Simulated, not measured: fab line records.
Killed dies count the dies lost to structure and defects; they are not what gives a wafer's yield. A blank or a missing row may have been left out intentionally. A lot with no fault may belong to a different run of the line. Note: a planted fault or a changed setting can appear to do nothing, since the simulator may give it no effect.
What tool caused it? + flow sky130 + 36 wafers from 12 lots sampled at 3 of the route's 708 steps

WHAT EACH GAUGE READ, for each wafer
SKY_VIA2_CD_MEAS_12 targets a cd of 200 nm. Usual: 200.1 nm for cdNm, sd 1.3.
| lot  | measured     | on       | cdNm (nm)         | flag |
|------|--------------|----------|-------------------|------|
| L426 | day 36 22:29 | cdSem-02 | 201.2 200.9 200.7 |      |
| L428 | day 37 14:25 | cdSem-02 | 200.4 201.0 200.0 |      |
| L429 | day 37 18:14 | cdSem-02 | 199.3 200.2 199.4 |      |
| L431 | day 38 12:07 | cdSem-01 | 199.5 201.3 201.4 |      |
| L434 | day 39 12:41 | cdSem-02 | 200.6 200.2 199.0 |      |
| L435 | day 40 04:34 | cdSem-01 | 201.0 201.8 201.5 |      |
| L436 | day 40 07:11 | cdSem-02 | 202.9 202.2 201.5 |      |
| L437 | day 40 11:07 | cdSem-01 | 199.5 199.1 200.2 |      |
| L444 | day 42 15:59 | cdSem-02 | 200.7 200.4 201.0 |      |
| L445 | day 42 19:46 | cdSem-02 | 200.9 200.8 201.4 |      |
| L446 | day 42 22:02 | cdSem-01 | 200.1 200.5 200.1 |      |
| L447 | day 43 02:29 | cdSem-01 | 199.0 197.0 198.6 |      |

SKY_VIA2_OVL_MEAS_13. Usual: for VIA2_OVL the level is 2 nm and the standard deviation is 5.9.
| lot  | measured     | on         | VIA2_OVL (nm) | flag |
|------|--------------|------------|---------------|------|
| L426 | day 36 22:37 | overlay-02 | -6 -8 -7      |      |
| L428 | day 37 14:32 | overlay-01 | -5 -6 -4      |      |
| L429 | day 37 18:20 | overlay-01 | 4 8 -2        |      |
| L431 | day 38 12:13 | overlay-02 | -2 -1 1       |      |
| L434 | day 39 12:47 | overlay-02 | -6 -6 9       |      |
| L435 | day 40 04:41 | overlay-02 | -5 -4 -1      |      |
| L436 | day 40 07:17 | overlay-02 | -3 3 -1       |      |
| L437 | day 40 11:13 | overlay-01 | 0 3 -2        |      |
| L444 | day 42 16:04 | overlay-01 | 14 9 10       |      |
| L445 | day 42 19:53 | overlay-02 | 9 7 8         |      |
| L446 | day 42 22:06 | overlay-01 | -3 4 10       |      |
| L447 | day 43 02:35 | overlay-02 | -1 -2 2       |      |

EACH LOT AND THE TOOL THAT RAN IT (in order: tool; ch and the chambers of the sampled wafers; start)
| lot  | SKY_METAL2_ETCH_18               |
|------|----------------------------------|
| L426 | rieMetal-01 ch 0,1, day 35 18:55 |
| L428 | rieMetal-04 ch 0,1, day 36 11:37 |
| L429 | rieMetal-01 ch 0,1, day 36 14:46 |
| L431 | rieMetal-02 ch 0,1, day 37 09:19 |
| L434 | rieMetal-04 ch 0,1, day 38 10:24 |
| L435 | rieMetal-04 ch 0, day 38 23:52   |
| L436 | rieMetal-04 ch 0,1, day 39 04:55 |
| L437 | rieMetal-04 ch 0,1, day 39 08:16 |
| L444 | rieMetal-04 ch 0,1, day 41 15:08 |
| L445 | rieMetal-02 ch 0,1, day 41 18:31 |
| L446 | rieMetal-01 ch 0,1, day 41 21:35 |
| L447 | rieMetal-01 ch 0,1, day 42 01:52 |
- SKY_METAL2_ETCH_18: etches BARC in N2/H2, stops on SiO2, time 45.9 s, target depth 60 nm.

AS READ BY THE TOOLS THEMSELVES (means over the sampled wafers that have a number; for cases with no such wafer, the mark the record gives instead)
SKY_METAL2_ETCH_18. Usual: chamberPressureMTorr 30.00 mTorr, standard deviation 0.042; drypumpMotorCurrentA 6.2 A, standard deviation 0.38; h2FlowSccm 200.0 sccm, standard deviation 0.64; oesProductAu 0.855 a.u., standard deviation 0.0054; throttleValvePct 13.225 %, standard deviation 0.009.
| lot  | tool        | chamberPressureMTorr (mTorr) | drypumpMotorCurrentA (A) | h2FlowSccm (sccm) | oesProductAu (a.u.) | throttleValvePct (%) | flag |
|------|-------------|------------------------------|--------------------------|-------------------|---------------------|----------------------|------|
| L426 | rieMetal-01 | 30.01                        | 6.0                      | 200.5             | 0.856               | 13.232               |      |
| L428 | rieMetal-04 | 30.01                        | 6.1                      | 200.9             | 0.852               | 13.224               |      |
| L429 | rieMetal-01 | 29.99                        | 6.0                      | 199.2             | 0.858               | 13.217               |      |
| L431 | rieMetal-02 | 30.00                        | 6.2                      | 200.2             | 0.848               | 13.224               |      |
| L434 | rieMetal-04 | 29.99                        | 6.1                      | 200.0             | 0.859               | 13.218               |      |
| L435 | rieMetal-04 | 29.99                        | 6.1                      | 199.4             | 0.856               | 13.222               |      |
| L436 | rieMetal-04 | 30.01                        | 6.1                      | 200.9             | 0.856               | 13.231               |      |
| L437 | rieMetal-04 | 30.01                        | 6.1                      | 200.3             | 0.860               | 13.229               |      |
| L444 | rieMetal-04 | 30.00                        | 6.2                      | 200.2             | 0.855               | 13.221               |      |
| L445 | rieMetal-02 | 29.98                        | 6.3                      | 199.8             | 0.848               | 13.231               |      |
| L446 | rieMetal-01 | 30.02                        | 6.0                      | 199.4             | 0.853               | 13.224               |      |
| L447 | rieMetal-01 | 30.00                        | 6.4                      | 200.5             | 0.850               | 13.215               |      |

THE ANSWER, worked out from the rows above alone
Rule: a lot counts as off when the mean over its wafers that have a number is more than 3 standard deviations away from the usual mean. A lot without any number at a reading at which 4 lots or more have one is off too. The other lots that the step has rows for count as sound. The gauges are gone through in route order, then the tools' own readings, and for those a lot's mean is taken as printed above. At the first step where some lot is off, the reading lying furthest off is the one used; lots without a number count as furthest.
Across all readings shown, no lot is off: no conclusion can be drawn from this.

WHAT HAD BEEN PUT IN BY THE SIMULATOR
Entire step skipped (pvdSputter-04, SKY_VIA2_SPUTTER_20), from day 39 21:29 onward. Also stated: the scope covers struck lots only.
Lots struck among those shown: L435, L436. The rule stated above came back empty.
